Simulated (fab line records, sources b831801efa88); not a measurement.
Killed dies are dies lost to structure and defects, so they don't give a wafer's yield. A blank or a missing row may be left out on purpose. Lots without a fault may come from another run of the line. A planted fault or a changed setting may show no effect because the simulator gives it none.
fab line records | flow gf180mcu
record lots=5 wafers=15 last_day=32
route steps=602 shown MVPSD@87 VT_IMPLANT@90
lots that met no fault: from a run of the same line without faults
start_h: hours from the record's first day to the start of the lot's first wafer shown | wait_h: hours since the lot's step before | " the same as in the row above | L1.1+2: a row that stands for several wafers | - no value, or no start given | * or withheld: withheld | < > ~ a bound
route shown NAME@n: a module of which the file shows steps, and the number in the route of the first | usual: mean/standard deviation of fault-free wafers | same: alike in all rows | chamber/n: place in a boat | sites: the reading at each site | _std_site: their standard deviation | _edge_site: outer sites' mean less inner sites' | radius_mm: how far each site lies from the wafer's centre | mask NAME#n: copy n | behind: the tool/chamber that last shaped the wafer | hold: why the lot was held/for how many hours/how that ended | device: the transistor (n, p or np) that didn't switch | end of line: the same wafers' tests at the end of the route | a step without rows: its recipe alone | killed: dies lost to structure and defects at the first sort, not the wafer's yield | map: a wafer's dies, x killed, . not, _ none there
set.NAME: the setting as run; set.NAME@STEP: as run at that earlier step | model.NAME: the simulator's own value behind a step, which no gauge read
lots at some steps of the route; a table a step, a row a wafer
services: from which hour (start_h, from the record's first day; less than 0 if before it) a tool's chamber was out of use, for how many hours, and why
## steps
# step GF_MVPSD_IMPLANT_09
# recipe species=B energy_kev=40 dose_cm2=5e+12 tilt_deg=0
# columns lot.wafer tool chamber start_h wait_h
L074.1+3+5 implanter-04 0 96.19 0.1
L076.2+4+6 implanter-04 0 112.73 0.1
L082.1+2+4 implanter-04 0 145.11 0.1
L083.1+3+4 implanter-04 0 153.14 0.1
L086.2+4+6 implanter-04 0 170.07 0.1
# step GF_MVPSD_STRIP_10
# recipe chemistry=O2/N2 power_w=1400 pressure_mtorr=1500 platen_temp_c=250 o2_flow_sccm=3000 n2_flow_sccm=300 overash_fraction=0.5
# usual drypump_motor_current_A=5.6/0.39 heater_power_w=344/45 o2_flow_sccm=3002/8.4 oes_product_au=0.722/0.0043 strip_time_to_endpoint_s=36.93/0.11
# columns lot.wafer tool chamber start_h wait_h drypump_motor_current_A heater_power_w o2_flow_sccm oes_product_au rf_hours_counter_h strip_time_to_endpoint_s
L074.1 plasma_asher-01 0 96.34 0.1 5.7 354 2996 0.723 42 36.92
L074.3 " 0 " " 5.7 349 2996 0.721 - 36.93
L074.5 " 0 " " 5.6 343 2980 0.718 - 37.02
L076.2 plasma_asher-03 0 112.85 0.1 5.7 307 3008 0.715 34 36.80
L076.4 " 1 " " 6.4 329 2999 0.732 - 36.80
L076.6 " 1 " " 6.4 327 2996 0.720 - 36.84
L082.1 plasma_asher-03 1 145.26 0.1 6.3 329 2994 0.725 37 36.89
L082.2 " 0 " " 5.7 314 2996 0.717 37 36.90
L082.4 " 0 " " 5.6 313 3006 0.719 - 36.88
L083.1 plasma_asher-04 0 153.29 0.1 5.7 306 2990 0.720 50 36.90
L083.3 " 1 " " 5.1 457 3007 0.726 - 37.03
L083.4 " 0 " " 5.6 309 2997 0.730 - 37.01
L086.2 plasma_asher-01 0 170.19 0.1 5.7 352 3011 0.728 51 36.91
L086.4 " 0 " " 5.7 347 3001 0.713 - 36.96
L086.6 " 0 " " 5.7 333 3006 0.728 - 36.97
# step GF_MVPSD_TW_MEAS_11
# usual MVPSD_TW=553/4
# columns lot.wafer tool chamber start_h wait_h MVPSD_TW
L074.1 film_metro-04 - 96.44 0.1 554
L074.3 " - " " 554
L074.5 " - " " 555
L076.2 film_metro-04 - 112.96 0.1 555
L076.4 " - " " 558
L076.6 " - " " 557
L082.1 film_metro-02 - 145.36 0.1 552
L082.2 " - " " 552
L082.4 " - " " 555
L083.1 film_metro-04 - 153.39 0.1 557
L083.3 " - " " 559
L083.4 " - " " 558
L086.2 film_metro-01 - 170.30 0.1 547
L086.4 " - " " 548
L086.6 " - " " 546
# step GF_VT_IMPLANT_DEHYDRATE_00
# recipe temp_c=200 time_s=60
# columns lot.wafer tool chamber start_h wait_h
L074.1+3+5 litho_track-03 0 103.52 7.1
L076.2+4+6 litho_track-03 0 119.94 7.0
L082.1+2+4 litho_track-02 0 152.63 7.3
L083.1+3+4 litho_track-04 0 160.52 7.1
L086.2+4+6 litho_track-03 0 177.44 7.1
# step GF_VT_IMPLANT_HMDS_01
# recipe prime_time_s=60 prime_temp_c=120
# same prime_time_s=60
# columns lot.wafer tool chamber start_h wait_h
L074.1+3+5 litho_track-03 0 103.67 0.1
L076.2+4+6 litho_track-03 0 120.09 0.1
L082.1+2+4 litho_track-02 0 152.78 0.1
L083.1+3+4 litho_track-04 0 160.67 0.1
L086.2+4+6 litho_track-03 0 177.59 0.1
# step GF_VT_IMPLANT_COAT_02
# recipe resist=NOVOLAK spin_rpm=3000 resist_thk_nm=1000
# usual dispense_pressure_kPa=51/4.3
# columns lot.wafer tool chamber start_h wait_h dispense_pressure_kPa
L074.1 litho_track-03 0 103.82 0.1 57
L074.3 " 0 " " 57
L074.5 " 0 " " 57
L076.2 litho_track-03 0 120.24 0.1 57
L076.4 " 0 " " 57
L076.6 " 0 " " 57
L082.1 litho_track-02 0 152.93 0.1 50
L082.2 " 0 " " 50
L082.4 " 0 " " 50
L083.1 litho_track-04 0 160.82 0.1 47
L083.3 " 0 " " 47
L083.4 " 0 " " 47
L086.2 litho_track-03 0 177.74 0.1 57
L086.4 " 0 " " 57
L086.6 " 0 " " 57
# step GF_VT_IMPLANT_SOFTBAKE_03
# recipe temp_c=90 time_s=60 resist=NOVOLAK
# columns lot.wafer tool chamber start_h wait_h
L074.1+3+5 litho_track-03 0 103.97 0.1
L076.2+4+6 litho_track-03 0 120.39 0.1
L082.1+2+4 litho_track-02 0 153.08 0.1
L083.1+3+4 litho_track-04 0 160.97 0.1
L086.2+4+6 litho_track-03 0 177.89 0.1
# step GF_VT_IMPLANT_EXPOSE_04
# recipe mask_id=LVPWELL_LV_AREA target_cd_nm=600 na=0.6 source_shape=conventional sigma_outer=0.6 dose_mj=140
# columns lot.wafer tool chamber start_h wait_h mask
L074.1+3+5 iline_stepper-02 0 - - LVPWELL_LV_AREA#0
L076.2+4+6 iline_stepper-02 0 - - LVPWELL_LV_AREA#0
L082.1+2+4 iline_stepper-02 0 - - LVPWELL_LV_AREA#0
L083.1+3+4 iline_stepper-01 0 - - LVPWELL_LV_AREA#0
L086.2+4+6 iline_stepper-01 0 - - LVPWELL_LV_AREA#0
# step GF_VT_IMPLANT_PEB_05
# recipe temp_c=withheld time_s=* resist=NOVOLAK
# columns lot.wafer tool chamber start_h wait_h
L074.1+3+5 litho_track-03 0 - -
L076.2+4+6 litho_track-04 0 - -
L082.1+2+4 litho_track-02 0 - -
L083.1+3+4 litho_track-04 0 - -
L086.2+4+6 litho_track-02 0 - -
# step GF_VT_IMPLANT_DEVELOP_06
# recipe develop_time_s=60 dev_temp_c=23
# columns lot.wafer tool chamber start_h wait_h
L074.1+3+5 litho_track-03 0 111.42 0.1
L076.2+4+6 litho_track-04 0 127.19 0.1
L082.1+2+4 litho_track-02 0 160.53 0.1
L083.1+3+4 litho_track-04 0 169.52 0.1
L086.2+4+6 litho_track-02 0 186.15 0.1
# step GF_VT_IMPLANT_OVL_MEAS_07
# usual VT_IMPLANT_OVL=0.8/2
# columns lot.wafer tool chamber start_h wait_h VT_IMPLANT_OVL[nm]
L074.1 overlay-01 - 111.57 0.1 -2.7
L074.3 " - " " -0.9
L074.5 " - " " -2.8
L076.2 overlay-01 - 127.32 0.1 -0.7
L076.4 " - " " -2.0
L076.6 " - " " -1.4
L082.1 overlay-02 - 160.68 0.1 -1.2
L082.2 " - " " 0.3
L082.4 " - " " 0.4
L083.1 overlay-01 - 169.67 0.1 -0.2
L083.3 " - " " 1.0
L083.4 " - " " 0.5
L086.2 overlay-01 - 186.28 0.1 0.3
L086.4 " - " " 2.3
L086.6 " - " " 1.7
# step GF_VT_IMPLANT_IMPLANT_08
# recipe species=BF2 energy_kev=20 dose_cm2=8.29e+12 tilt_deg=7
# columns lot.wafer tool chamber start_h wait_h
L074.1+3+5 implanter-02 0 111.60 0.0
L076.2+4+6 implanter-04 0 127.38 0.0
L082.1+2+4 implanter-04 0 160.71 0.0
L083.1+3+4 implanter-01 0 169.70 0.0
L086.2+4+6 implanter-02 0 186.34 0.0
# step GF_VT_IMPLANT_STRIP_09
# recipe chemistry=O2/N2 power_w=1400 pressure_mtorr=1500 platen_temp_c=250 o2_flow_sccm=3000 n2_flow_sccm=300 overash_fraction=0.5
# usual drypump_motor_current_A=5.5/0.36 heater_power_w=315/19 o2_flow_sccm=2999/9.8 oes_product_au=0.717/0.0048 strip_time_to_endpoint_s=12.62/0.037
# columns lot.wafer tool chamber start_h wait_h drypump_motor_current_A heater_power_w o2_flow_sccm oes_product_au rf_hours_counter_h strip_time_to_endpoint_s
L074.1 plasma_asher-01 0 111.75 0.1 5.6 345 3005 0.718 44 12.54
L074.3 " 0 " " 5.6 345 2988 0.720 - 12.54
L074.5 " 0 " " 5.7 343 2985 0.719 - 12.53
L076.2 plasma_asher-02 0 127.50 0.1 5.4 321 3001 0.717 1 12.63
L076.4 " 0 " " 5.4 319 2994 0.715 - 12.66
L076.6 " 1 " " 5.2 290 2988 0.711 - 12.59
L082.1 plasma_asher-03 0 160.86 0.1 5.6 307 3007 0.719 39 12.66
L082.2 " 1 " " 6.3 329 3004 0.725 39 12.68
L082.4 " 1 " " 6.3 323 2999 0.714 - 12.63
L083.1 plasma_asher-03 1 169.85 0.1 6.4 324 2998 0.713 40 12.63
L083.3 " 0 " " 5.7 316 3010 0.714 - 12.62
L083.4 " 1 " " 6.4 326 2995 0.720 - 12.61
L086.2 plasma_asher-02 0 186.46 0.1 5.4 318 2993 0.715 7 12.61
L086.4 " 0 " " 5.4 314 3001 0.717 - 12.60
L086.6 " 1 " " 5.2 298 2994 0.715 - 12.61
# step GF_VT_IMPLANT_TW_MEAS_10
# usual VT_IMPLANT_TW=564.7/2.7
# columns lot.wafer tool chamber start_h wait_h VT_IMPLANT_TW
L074.1 film_metro-02 - 111.85 0.1 562.9
L074.3 " - " " 561.8
L074.5 " - " " 560.3
L076.2 film_metro-04 - 127.61 0.1 570.7
L076.4 " - " " 566.7
L076.6 " - " " 562.1
L082.1 film_metro-04 - 160.96 0.1 567.3
L082.2 " - " " 569.7
L082.4 " - " " 570.3
L083.1 film_metro-03 - 169.95 0.1 562.7
L083.3 " - " " 563.4
L083.4 " - " " 564.3
L086.2 film_metro-02 - 186.57 0.1 562.8
L086.4 " - " " 564.1
L086.6 " - " " 563.2
# step GF_VT_IMPLANT_DEHYDRATE_11
# recipe temp_c=200 time_s=60
# columns lot.wafer tool chamber start_h wait_h
L074.1+3+5 litho_track-03 0 118.42 6.6
L076.2+4+6 litho_track-04 0 134.79 7.2
L082.1+2+4 litho_track-03 0 169.02 8.0
L083.1+3+4 litho_track-04 0 177.32 7.4
L086.2+4+6 litho_track-02 0 194.45 7.9
# step GF_VT_IMPLANT_HMDS_12
# recipe prime_time_s=60 prime_temp_c=120
# same prime_time_s=60
# columns lot.wafer tool chamber start_h wait_h
L074.1+3+5 litho_track-03 0 118.57 0.1
L076.2+4+6 litho_track-04 0 134.94 0.1
L082.1+2+4 litho_track-03 0 169.17 0.1
L083.1+3+4 litho_track-04 0 177.47 0.1
L086.2+4+6 litho_track-02 0 194.60 0.1
# step GF_VT_IMPLANT_COAT_13
# recipe resist=NOVOLAK spin_rpm=3000 resist_thk_nm=1000
# usual dispense_pressure_kPa=52/4.1
# columns lot.wafer tool chamber start_h wait_h dispense_pressure_kPa
L074.1 litho_track-03 0 118.72 0.1 57
L074.3 " 0 " " 57
L074.5 " 0 " " 57
L076.2 litho_track-04 0 135.09 0.1 47
L076.4 " 0 " " 47
L076.6 " 0 " " 47
L082.1 litho_track-03 0 169.32 0.1 57
L082.2 " 0 " " 57
L082.4 " 0 " " 57
L083.1 litho_track-04 0 177.62 0.1 47
L083.3 " 0 " " 47
L083.4 " 0 " " 47
L086.2 litho_track-02 0 194.75 0.1 50
L086.4 " 0 " " 50
L086.6 " 0 " " 50
# step GF_VT_IMPLANT_SOFTBAKE_14
# recipe temp_c=90 time_s=60 resist=NOVOLAK
# columns lot.wafer tool chamber start_h wait_h
L074.1+3+5 litho_track-03 0 118.87 0.1
L076.2+4+6 litho_track-04 0 135.24 0.1
L082.1+2+4 litho_track-03 0 169.47 0.1
L083.1+3+4 litho_track-04 0 177.77 0.1
L086.2+4+6 litho_track-02 0 194.90 0.1
# step GF_VT_IMPLANT_EXPOSE_15
# recipe mask_id=Nwell_LV_AREA target_cd_nm=860 na=0.6 source_shape=conventional sigma_outer=0.6 dose_mj=140
# columns lot.wafer tool chamber start_h wait_h mask
L074.1+3+5 iline_stepper-02 0 - - Nwell_LV_AREA#0
L076.2+4+6 iline_stepper-02 0 - - Nwell_LV_AREA#0
L082.1+2+4 iline_stepper-02 0 - - Nwell_LV_AREA#0
L083.1+3+4 iline_stepper-02 0 - - Nwell_LV_AREA#0
L086.2+4+6 iline_stepper-01 0 - - Nwell_LV_AREA#0
# step GF_VT_IMPLANT_PEB_16
# recipe temp_c=withheld time_s=* resist=NOVOLAK
# columns lot.wafer tool chamber start_h wait_h
L074.1+3+5 litho_track-03 0 - -
L076.2+4+6 litho_track-03 0 - -
L082.1+2+4 litho_track-03 0 - -
L083.1+3+4 litho_track-02 0 - -
L086.2+4+6 litho_track-04 0 - -
# step GF_VT_IMPLANT_DEVELOP_17
# recipe develop_time_s=60 dev_temp_c=23
# columns lot.wafer tool chamber start_h wait_h
L074.1+3+5 litho_track-03 0 125.77 0.1
L076.2+4+6 litho_track-03 0 142.64 0.1
L082.1+2+4 litho_track-03 0 176.96 0.1
L083.1+3+4 litho_track-02 0 185.83 0.1
L086.2+4+6 litho_track-04 0 203.54 0.1
# step GF_VT_IMPLANT_OVL_MEAS_18
# usual VT_IMPLANT_01_OVL=-0.5/1.2
# columns lot.wafer tool chamber start_h wait_h VT_IMPLANT_01_OVL[nm]
L074.1 overlay-01 - 125.92 0.1 -1.0
L074.3 " - " " 0.4
L074.5 " - " " -0.5
L076.2 overlay-02 - 142.77 0.1 1.3
L076.4 " - " " 1.3
L076.6 " - " " 0.7
L082.1 overlay-02 - 177.11 0.1 -0.2
L082.2 " - " " 0.0
L082.4 " - " " -1.0
L083.1 overlay-01 - 185.98 0.1 0.4
L083.3 " - " " 0.2
L083.4 " - " " -0.6
L086.2 overlay-02 - 203.67 0.1 -0.3
L086.4 " - " " 0.5
L086.6 " - " " 1.3
# step GF_VT_IMPLANT_IMPLANT_19
# recipe species=As energy_kev=100 dose_cm2=4.35e+12 tilt_deg=7
# columns lot.wafer tool chamber start_h wait_h
L074.1+3+5 implanter-02 0 125.95 0.0
L076.2+4+6 implanter-04 0 142.83 0.0
L082.1+2+4 implanter-04 0 177.15 0.0
L083.1+3+4 implanter-04 0 186.01 0.0
L086.2+4+6 implanter-02 0 203.73 0.0
# step GF_VT_IMPLANT_STRIP_20
# recipe chemistry=O2/N2 power_w=1400 pressure_mtorr=1500 platen_temp_c=250 o2_flow_sccm=3000 n2_flow_sccm=300 overash_fraction=0.5
# usual drypump_motor_current_A=5.7/0.41 heater_power_w=322/16 o2_flow_sccm=3001/8.7 oes_product_au=0.716/0.0048 strip_time_to_endpoint_s=12.62/0.03
# columns lot.wafer tool chamber start_h wait_h drypump_motor_current_A heater_power_w o2_flow_sccm oes_product_au rf_hours_counter_h strip_time_to_endpoint_s
L074.1 plasma_asher-03 0 126.10 0.1 5.6 307 2990 0.718 35 12.60
L074.3 " 0 " " 5.6 309 3004 0.713 - 12.57
L074.5 " 0 " " 5.6 312 3006 0.707 - 12.58
L076.2 plasma_asher-02 1 142.95 0.1 5.2 282 2991 0.714 3 12.61
L076.4 " 0 " " 5.4 318 3012 0.715 - 12.62
L076.6 " 0 " " 5.4 310 3000 0.707 - 12.63
L082.1 plasma_asher-01 1 177.30 0.1 5.2 334 3003 0.723 52 12.59
L082.2 " 0 " " 5.6 346 3010 0.717 52 12.59
L082.4 " 0 " " 5.7 350 3013 0.721 - 12.55
L083.1 plasma_asher-03 0 186.16 0.1 5.6 318 3003 0.713 41 12.60
L083.3 " 0 " " 5.6 318 3016 0.712 - 12.60
L083.4 " 1 " " 6.3 325 3004 0.718 - 12.62
L086.2 plasma_asher-03 1 203.85 0.1 6.3 328 3014 0.723 43 12.61
L086.4 " 0 " " 5.7 317 3007 0.713 - 12.65
L086.6 " 1 " " 6.3 336 3010 0.714 - 12.63
# step GF_VT_IMPLANT_TW_MEAS_21
# usual VT_IMPLANT_2_TW=1215/6.4
# columns lot.wafer tool chamber start_h wait_h VT_IMPLANT_2_TW
L074.1 film_metro-04 - 126.20 0.1 1217
L074.3 " - " " 1216
L074.5 " - " " 1222
L076.2 film_metro-02 - 143.06 0.1 1209
L076.4 " - " " 1204
L076.6 " - " " 1205
L082.1 film_metro-03 - 177.40 0.1 1217
L082.2 " - " " 1209
L082.4 " - " " 1218
L083.1 film_metro-02 - 186.46 0.3 1216
L083.3 " - " " 1214
L083.4 " - " " 1213
L086.2 film_metro-04 - 203.96 0.1 1220
L086.4 " - " " 1223
L086.6 " - " " 1221
# step GF_VT_IMPLANT_DEHYDRATE_22
# recipe temp_c=200 time_s=60
# columns lot.wafer tool chamber start_h wait_h
L074.1+3+5 litho_track-04 0 132.82 6.6
L076.2+4+6 litho_track-02 0 150.35 7.3
L082.1+2+4 litho_track-04 0 185.07 7.7
L083.1+3+4 litho_track-04 0 193.97 7.5
L086.2+4+6 litho_track-04 0 211.64 7.7
# step GF_VT_IMPLANT_HMDS_23
# recipe prime_time_s=60 prime_temp_c=120
# same prime_time_s=60
# columns lot.wafer tool chamber start_h wait_h
L074.1+3+5 litho_track-04 0 132.97 0.1
L076.2+4+6 litho_track-02 0 150.50 0.1
L082.1+2+4 litho_track-04 0 185.22 0.1
L083.1+3+4 litho_track-04 0 194.12 0.1
L086.2+4+6 litho_track-04 0 211.79 0.1
# step GF_VT_IMPLANT_COAT_24
# recipe resist=NOVOLAK spin_rpm=3000 resist_thk_nm=1000
# usual dispense_pressure_kPa=51/4.4
# columns lot.wafer tool chamber start_h wait_h dispense_pressure_kPa
L074.1 litho_track-04 0 133.12 0.1 47
L074.3 " 0 " " 47
L074.5 " 0 " " 47
L076.2 litho_track-02 0 150.65 0.1 50
L076.4 " 0 " " 50
L076.6 " 0 " " 50
L082.1 litho_track-04 0 185.37 0.1 47
L082.2 " 0 " " 47
L082.4 " 0 " " 47
L083.1 litho_track-04 0 194.27 0.1 47
L083.3 " 0 " " 47
L083.4 " 0 " " 47
L086.2 litho_track-04 0 211.94 0.1 47
L086.4 " 0 " " 47
L086.6 " 0 " " 47
# step GF_VT_IMPLANT_SOFTBAKE_25
# recipe temp_c=90 time_s=60 resist=NOVOLAK
# columns lot.wafer tool chamber start_h wait_h
L074.1+3+5 litho_track-04 0 133.27 0.1
L076.2+4+6 litho_track-02 0 150.80 0.1
L082.1+2+4 litho_track-04 0 185.52 0.1
L083.1+3+4 litho_track-04 0 194.42 0.1
L086.2+4+6 litho_track-04 0 212.09 0.1
# step GF_VT_IMPLANT_EXPOSE_26
# recipe mask_id=LVPWELL_HV_AREA target_cd_nm=860 na=0.6 source_shape=conventional sigma_outer=0.6 dose_mj=140
# columns lot.wafer tool chamber start_h wait_h mask
L074.1+3+5 iline_stepper-01 0 - - LVPWELL_HV_AREA#0
L076.2+4+6 iline_stepper-01 0 - - LVPWELL_HV_AREA#0
L082.1+2+4 iline_stepper-01 0 - - LVPWELL_HV_AREA#0
L083.1+3+4 iline_stepper-02 0 - - LVPWELL_HV_AREA#0
L086.2+4+6 iline_stepper-02 0 - - LVPWELL_HV_AREA#0
# step GF_VT_IMPLANT_PEB_27
# recipe temp_c=withheld time_s=* resist=NOVOLAK
# columns lot.wafer tool chamber start_h wait_h
L074.1+3+5 litho_track-04 0 - -
L076.2+4+6 litho_track-03 0 - -
L082.1+2+4 litho_track-03 0 - -
L083.1+3+4 litho_track-03 0 - -
L086.2+4+6 litho_track-02 0 - -
# step GF_VT_IMPLANT_DEVELOP_28
# recipe develop_time_s=60 dev_temp_c=23
# columns lot.wafer tool chamber start_h wait_h
L074.1+3+5 litho_track-04 0 140.82 0.1
L076.2+4+6 litho_track-03 0 157.89 0.1
L082.1+2+4 litho_track-03 0 193.51 0.1
L083.1+3+4 litho_track-03 0 202.86 0.1
L086.2+4+6 litho_track-02 0 220.60 0.1
# step GF_VT_IMPLANT_OVL_MEAS_29
# usual VT_IMPLANT_02_OVL=0.1/1.6
# columns lot.wafer tool chamber start_h wait_h VT_IMPLANT_02_OVL[nm]
L074.1 overlay-02 - 140.97 0.1 0.0
L074.3 " - " " 0.7
L074.5 " - " " 0.5
L076.2 overlay-02 - 158.02 0.1 0.3
L076.4 " - " " -1.7
L076.6 " - " " -0.6
L082.1 overlay-02 - 193.66 0.1 -1.4
L082.2 " - " " -0.7
L082.4 " - " " -1.3
L083.1 overlay-01 - 203.01 0.1 -0.2
L083.3 " - " " 1.3
L083.4 " - " " -0.1
L086.2 overlay-02 - 220.73 0.1 0.1
L086.4 " - " " 0.0
L086.6 " - " " 0.2
# step GF_VT_IMPLANT_IMPLANT_30
# recipe species=B energy_kev=25 dose_cm2=2.534e+12 tilt_deg=7
# columns lot.wafer tool chamber start_h wait_h
L074.1+3+5 implanter-01 0 141.00 0.0
L076.2+4+6 implanter-04 0 158.08 0.0
L082.1+2+4 implanter-04 0 193.70 0.0
L083.1+3+4 implanter-04 0 203.05 0.0
L086.2+4+6 implanter-01 0 220.79 0.0
# step GF_VT_IMPLANT_STRIP_31
# recipe chemistry=O2/N2 power_w=1400 pressure_mtorr=1500 platen_temp_c=250 o2_flow_sccm=3000 n2_flow_sccm=300 overash_fraction=0.5
# usual drypump_motor_current_A=5.5/0.36 heater_power_w=319/19 o2_flow_sccm=3000/7.9 oes_product_au=0.716/0.0049 strip_time_to_endpoint_s=12.62/0.033
# columns lot.wafer tool chamber start_h wait_h drypump_motor_current_A heater_power_w o2_flow_sccm oes_product_au rf_hours_counter_h strip_time_to_endpoint_s
L074.1 plasma_asher-02 1 141.15 0.1 5.2 291 3010 0.720 2 12.61
L074.3 " 1 " " 5.2 284 3007 0.710 - 12.58
L074.5 " 1 " " 5.2 294 3009 0.717 - 12.57
L076.2 plasma_asher-01 1 158.20 0.1 5.3 342 2982 0.719 49 12.65
L076.4 " 1 " " 5.2 335 2993 0.715 - 12.66
L076.6 " 0 " " 5.7 347 3000 0.717 - 12.65
L082.1 plasma_asher-02 0 193.85 0.1 5.4 313 3000 0.712 8 12.62
L082.2 " 1 " " 5.2 285 2996 0.719 8 12.63
L082.4 " 1 " " 5.2 283 2986 0.719 - 12.60
L083.1 plasma_asher-03 1 203.20 0.1 6.3 322 2998 0.719 43 12.62
L083.3 " 1 " " 6.3 325 2993 0.724 - 12.65
L083.4 " 0 " " 5.6 318 2996 0.720 - 12.66
L086.2 plasma_asher-03 1 220.91 0.1 6.4 325 2990 0.714 45 12.63
L086.4 " 1 " " 6.4 324 2990 0.712 - 12.62
L086.6 " 1 " " 6.3 319 2989 0.712 - 12.65
# step GF_VT_IMPLANT_TW_MEAS_32
# usual VT_IMPLANT_3_TW=269.0/1
# columns lot.wafer tool chamber start_h wait_h VT_IMPLANT_3_TW
L074.1 film_metro-03 - 141.25 0.1 269.8
L074.3 " - " " 269.2
L074.5 " - " " 271.0
L076.2 film_metro-02 - 158.31 0.1 267.8
L076.4 " - " " 267.7
L076.6 " - " " 267.8
L082.1 film_metro-03 - 193.95 0.1 270.2
L082.2 " - " " 269.7
L082.4 " - " " 267.6
L083.1 film_metro-04 - 203.30 0.1 270.7
L083.3 " - " " 269.8
L083.4 " - " " 269.5
L086.2 film_metro-03 - 221.02 0.1 269.0
L086.4 " - " " 267.6
L086.6 " - " " 269.0
# step GF_VT_IMPLANT_DEHYDRATE_33
# recipe temp_c=200 time_s=60
# columns lot.wafer tool chamber start_h wait_h
L074.1+3+5 litho_track-02 0 148.98 7.7
L076.2+4+6 litho_track-04 0 165.99 7.7
L082.1+2+4 litho_track-04 0 201.82 7.9
L083.1+3+4 litho_track-04 0 211.02 7.7
L086.2+4+6 litho_track-02 0 229.35 8.3
# step GF_VT_IMPLANT_HMDS_34
# recipe prime_time_s=60 prime_temp_c=120
# same prime_time_s=60
# columns lot.wafer tool chamber start_h wait_h
L074.1+3+5 litho_track-02 0 149.13 0.1
L076.2+4+6 litho_track-04 0 166.14 0.1
L082.1+2+4 litho_track-04 0 201.97 0.1
L083.1+3+4 litho_track-04 0 211.17 0.1
L086.2+4+6 litho_track-02 0 229.50 0.1
# step GF_VT_IMPLANT_COAT_35
# recipe resist=NOVOLAK spin_rpm=3000 resist_thk_nm=1000
# usual dispense_pressure_kPa=51/4
# columns lot.wafer tool chamber start_h wait_h dispense_pressure_kPa
L074.1 litho_track-02 0 149.28 0.1 50
L074.3 " 0 " " 50
L074.5 " 0 " " 50
L076.2 litho_track-04 0 166.29 0.1 47
L076.4 " 0 " " 47
L076.6 " 0 " " 47
L082.1 litho_track-04 0 202.12 0.1 47
L082.2 " 0 " " 47
L082.4 " 0 " " 47
L083.1 litho_track-04 0 211.32 0.1 47
L083.3 " 0 " " 47
L083.4 " 0 " " 47
L086.2 litho_track-02 0 229.65 0.1 50
L086.4 " 0 " " 50
L086.6 " 0 " " 50
# step GF_VT_IMPLANT_SOFTBAKE_36
# recipe temp_c=90 time_s=60 resist=NOVOLAK
# columns lot.wafer tool chamber start_h wait_h
L074.1+3+5 litho_track-02 0 149.43 0.1
L076.2+4+6 litho_track-04 0 166.44 0.1
L082.1+2+4 litho_track-04 0 202.27 0.1
L083.1+3+4 litho_track-04 0 211.47 0.1
L086.2+4+6 litho_track-02 0 229.80 0.1
# step GF_VT_IMPLANT_EXPOSE_37
# recipe mask_id=Nwell_HV_AREA target_cd_nm=860 na=0.6 source_shape=conventional sigma_outer=0.6 dose_mj=140
# columns lot.wafer tool chamber start_h wait_h mask
L074.1+3+5 iline_stepper-02 0 - - Nwell_HV_AREA#0
L076.2+4+6 iline_stepper-01 0 - - Nwell_HV_AREA#0
L082.1+2+4 iline_stepper-02 0 - - Nwell_HV_AREA#0
L083.1+3+4 iline_stepper-01 0 - - Nwell_HV_AREA#0
L086.2+4+6 iline_stepper-01 0 - - Nwell_HV_AREA#0
# step GF_VT_IMPLANT_PEB_38
# recipe temp_c=withheld time_s=* resist=NOVOLAK
# columns lot.wafer tool chamber start_h wait_h
L074.1+3+5 litho_track-02 0 - -
L076.2+4+6 litho_track-02 0 - -
L082.1+2+4 litho_track-03 0 - -
L083.1+3+4 litho_track-02 0 - -
L086.2+4+6 litho_track-03 0 - -
# step GF_VT_IMPLANT_DEVELOP_39
# recipe develop_time_s=60 dev_temp_c=23
# columns lot.wafer tool chamber start_h wait_h
L074.1+3+5 litho_track-02 0 156.63 0.1
L076.2+4+6 litho_track-02 0 174.00 0.1
L082.1+2+4 litho_track-03 0 210.51 0.1
L083.1+3+4 litho_track-02 0 220.28 0.1
L086.2+4+6 litho_track-03 0 238.94 0.1
# step GF_VT_IMPLANT_OVL_MEAS_40
# usual VT_IMPLANT_03_OVL=0.0/1.1
# columns lot.wafer tool chamber start_h wait_h VT_IMPLANT_03_OVL[nm]
L074.1 overlay-02 - 156.78 0.1 2.4
L074.3 " - " " 3.0
L074.5 " - " " 3.0
L076.2 overlay-02 - 174.13 0.1 -1.9
L076.4 " - " " -1.4
L076.6 " - " " -1.4
L082.1 overlay-02 - 210.66 0.1 -1.2
L082.2 " - " " -0.2
L082.4 " - " " -1.2
L083.1 overlay-02 - 220.43 0.1 0.2
L083.3 " - " " -0.2
L083.4 " - " " 1.3
L086.2 overlay-02 - 239.07 0.1 -1.5
L086.4 " - " " 0.1
L086.6 " - " " -0.3
# step GF_VT_IMPLANT_IMPLANT_41
# recipe species=As energy_kev=70 dose_cm2=1.013e+12 tilt_deg=7
# columns lot.wafer tool chamber start_h wait_h
L074.1+3+5 implanter-01 0 156.81 0.0
L076.2+4+6 implanter-02 0 174.19 0.0
L082.1+2+4 implanter-01 0 210.70 0.0
L083.1+3+4 implanter-02 0 220.46 0.0
L086.2+4+6 implanter-02 0 239.12 0.0
## services
# columns tool chamber start_h hours kind
plasma_asher-04 - 72.53 3.3 repair
iline_stepper-01 - 87.40 4.5 repair
implanter-01 - 93.54 13.8 pm
iline_stepper-01 - 103.25 14.4 repair
plasma_asher-04 - 107.81 2.8 pm
plasma_asher-02 - 108.75 9.0 pm
plasma_asher-02 0 108.75 9.0 vent_cycle
plasma_asher-02 1 108.75 9.0 vent_cycle
implanter-01 - 109.47 18.8 repair
iline_stepper-02 - 110.40 1.4 repair
iline_stepper-01 - 117.17 7.2 repair
plasma_asher-02 0 117.75 - clean
plasma_asher-02 1 117.75 - clean
plasma_asher-04 - 121.35 0.6 repair
implanter-02 - 135.56 3.5 pm
implanter-02 - 140.30 1.8 repair
iline_stepper-02 - 144.55 1.4 repair
implanter-01 - 160.57 6.9 repair
implanter-02 - 180.59 2.4 repair
implanter-01 - 186.92 4.6 repair
implanter-04 - 201.87 1.0 repair
plasma_asher-02 - 206.04 25.1 pm
implanter-04 - 206.36 15.9 pm
iline_stepper-01 - 237.13 1.7 pm
## key
fault none
